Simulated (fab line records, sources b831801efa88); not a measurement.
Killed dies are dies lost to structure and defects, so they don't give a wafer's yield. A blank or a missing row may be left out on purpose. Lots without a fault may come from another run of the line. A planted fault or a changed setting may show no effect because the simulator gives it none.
A struck lot beside a sound one | flow sky130 | 23 steps out of a route of 708
Sound: wafers L195.2, L195.4, L195.5. Struck: wafers L206.1, L206.3, L206.5. The cause comes at the end.
At each step with rows: each side's tool, then ch and its chambers, then its first start. Under that, the readings that differ: sound wafers | struck wafers | difference of the means | sigmas: that difference in standard deviations of wafers without a fault.
alike: readings whose means differ by less than 2 such deviations, and words and numbers that are the same on both sides. not compared: withheld readings, readings that some wafer has no value for, bounds like >300 that may hide the same value, and numbers for which the record gives no deviation and whose values overlap.
The two part at a step that has a row with sigmas, a row that says differs or no value, or rows on one side only. Numbers that don't overlap but have no deviation are shown without sigmas and don't part them. A reading that every wafer of one side lacks parts them only if that side has two wafers or more.

first, 1 step without rows for these wafers: SKY_CAPM_DEVELOP_11 (develop time 60 s).
SKY_CAPM_OVL_MEAS_12:
  sound on overlay-02, day 37 03:49; struck on overlay-01, day 41 09:49
  alike: CAPM_OVL
SKY_CAPM_METAL_ETCH_13: etches TiN in Cl2/BCl3, stops on SiO2, target depth 220 nm, time 62.9 s.
  sound on rie_metal-01 ch 0,1, day 37 03:50; struck on rie_metal-03 ch 0,1, day 41 09:50
  alike: bias_w, drypump_motor_current_A, oes_product_au, throttle_valve_pct
  not compared: rf_hours_counter_h
SKY_CAPM_STRIP_14: strips in O2/N2.
  sound on plasma_asher-04 ch 0,1, day 37 03:55; struck on plasma_asher-04 ch 0,1, day 41 09:55
  alike: drypump_motor_current_A, oes_product_au, strip_time_to_endpoint_s
  not compared: rf_hours_counter_h
then, 8 steps without rows for these wafers: SKY_CAPM_STRIP_15 (strips in post etch residue remover, time 1200 s); SKY_CAPM_CLEAN_16 (cleans in IPA, time 180 s); SKY_CAPM_CLEAN_17 (cleans in O3/DIW); SKY_METAL3_DEHYDRATE_05 (time 60 s); SKY_METAL3_HMDS_06 (prime time 60 s); SKY_METAL3_COAT_07 (resist thk 60 nm); SKY_METAL3_COAT_08 (resist thk 1140 nm); SKY_METAL3_SOFTBAKE_09 (time 90 s).
SKY_METAL3_EXPOSE_10: exposes mask MM3, target cd 300 nm.
  sound on krf_scanner-02 ch 0, day 37 17:31; struck on krf_scanner-01 ch 0, day 41 22:39
  reading              | sound             | struck            | difference | sigmas
  exposure_dose_mJ_cm2 | 28.02 27.97 28.01 | 26.58 26.57 26.60 | -1.42      | -33
  alike: mask, focus_offset_nm, reticle_temp_C
then, 2 steps without rows for these wafers: SKY_METAL3_PEB_11; SKY_METAL3_DEVELOP_12 (develop time 60 s).
SKY_METAL3_CD_MEAS_13: target cd 300 nm.
  sound on cd_sem-01, day 38 05:50; struck on cd_sem-01, day 42 10:00
  reading    | sound             | struck            | difference | sigmas
  cd_nm (nm) | 301.8 300.8 299.8 | 308.0 309.4 308.3 | +7.8       | +4
SKY_METAL3_OVL_MEAS_14:
  sound on overlay-01, day 38 05:57; struck on overlay-01, day 42 10:08
  alike: METAL3_OVL
SKY_METAL3_DESCUM_15: chemistry O2, time 8 s.
  sound on rie_metal-03 ch 0,1, day 38 05:59; struck on rie_metal-03 ch 0,1, day 42 10:11
  reading                 | sound             | struck          | difference | sigmas
  model.METAL3.cd_nm (nm) | 301.7 300.6 300.3 | 309 309.8 308.6 | +8         |
  alike: drypump_motor_current_A, oes_product_au
  not compared: rf_hours_counter_h
SKY_METAL3_ETCH_16: etches BARC in N2/H2, stops on SiO2, time 88.2 s, target depth 60 nm.
  sound on rie_metal-03 ch 0,1, day 38 06:01; struck on rie_metal-03 ch 0,1, day 42 10:13
  alike: bias_w, drypump_motor_current_A, oes_product_au, throttle_valve_pct
  not compared: rf_hours_counter_h
SKY_METAL3_ETCH_17: etches SiO2 in C4F8/O2/Ar, stops on TiN, time 3.9 s, target depth 15 nm.
  sound on rie_diel-04 ch 0,3, day 38 06:07; struck on rie_diel-04 ch 0,1,2, day 42 10:19
  alike: bias_w, oes_product_au
  not compared: rf_hours_counter_h
SKY_METAL3_METAL_ETCH_18: etches the open film in Cl2/BCl3, stops on SiO2, target depth 845 nm, time 183.1 s.
  sound on rie_metal-01 ch 0, day 38 06:08; struck on rie_metal-01 ch 0,1, day 42 10:20
  reading                 | sound           | struck            | difference | sigmas
  model.METAL3.cd_nm (nm) | 299.2 301 296.7 | 308.9 310.9 307.7 | +10.2      |
  alike: bias_w, drypump_motor_current_A, oes_product_au, throttle_valve_pct
  not compared: rf_hours_counter_h
SKY_METAL3_STRIP_19: strips in O2/N2.
  sound on plasma_asher-02 ch 0, day 38 06:19; struck on plasma_asher-01 ch 0, day 42 10:31
  alike: drypump_motor_current_A, oes_product_au, strip_time_to_endpoint_s
  not compared: rf_hours_counter_h
-- the record jumps here: 7 days lie between the struck wafers' starts before and after (it left off in module METAL3 and takes up again in module PAD_OPEN, whose first step shown is number 708 of the route) --
SKY_PAD_OPEN_PROBE_99:
  sound on prober-01, day 45 12:31; struck on prober-02, day 48 23:35
  reading                        | sound             | struck            | difference | sigmas
  sort_bin_3_pad_short (%)       | 0.6 1.2 1.8       | 0.4 0.4 0         | -0.9       | -2
  model.etest.met3.width_nm (nm) | 299.9 300.6 301.3 | 308.2 310.7 305.6 | +7.6       |
  alike: defect_limited_yield, killed_at_M0_to_M3, killed_at_M4_up, killed_at_contacts, killed_at_front_end, killed_at_other, killed_dies, killed_open, killed_short, sort_bin_5_function, sort_bin_6_memory, sort_n_pass, sort_yield_pct
  not compared: model.etest.met3.line_ohm_um

WHERE THEY PART
First at SKY_METAL3_EXPOSE_10; last, within this record, at SKY_PAD_OPEN_PROBE_99.

WHY: what the simulator had put in
Process parameter drift: krf_scanner-01, from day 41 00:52 on, at SKY_METAL3_EXPOSE_10. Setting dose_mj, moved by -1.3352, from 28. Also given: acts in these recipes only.
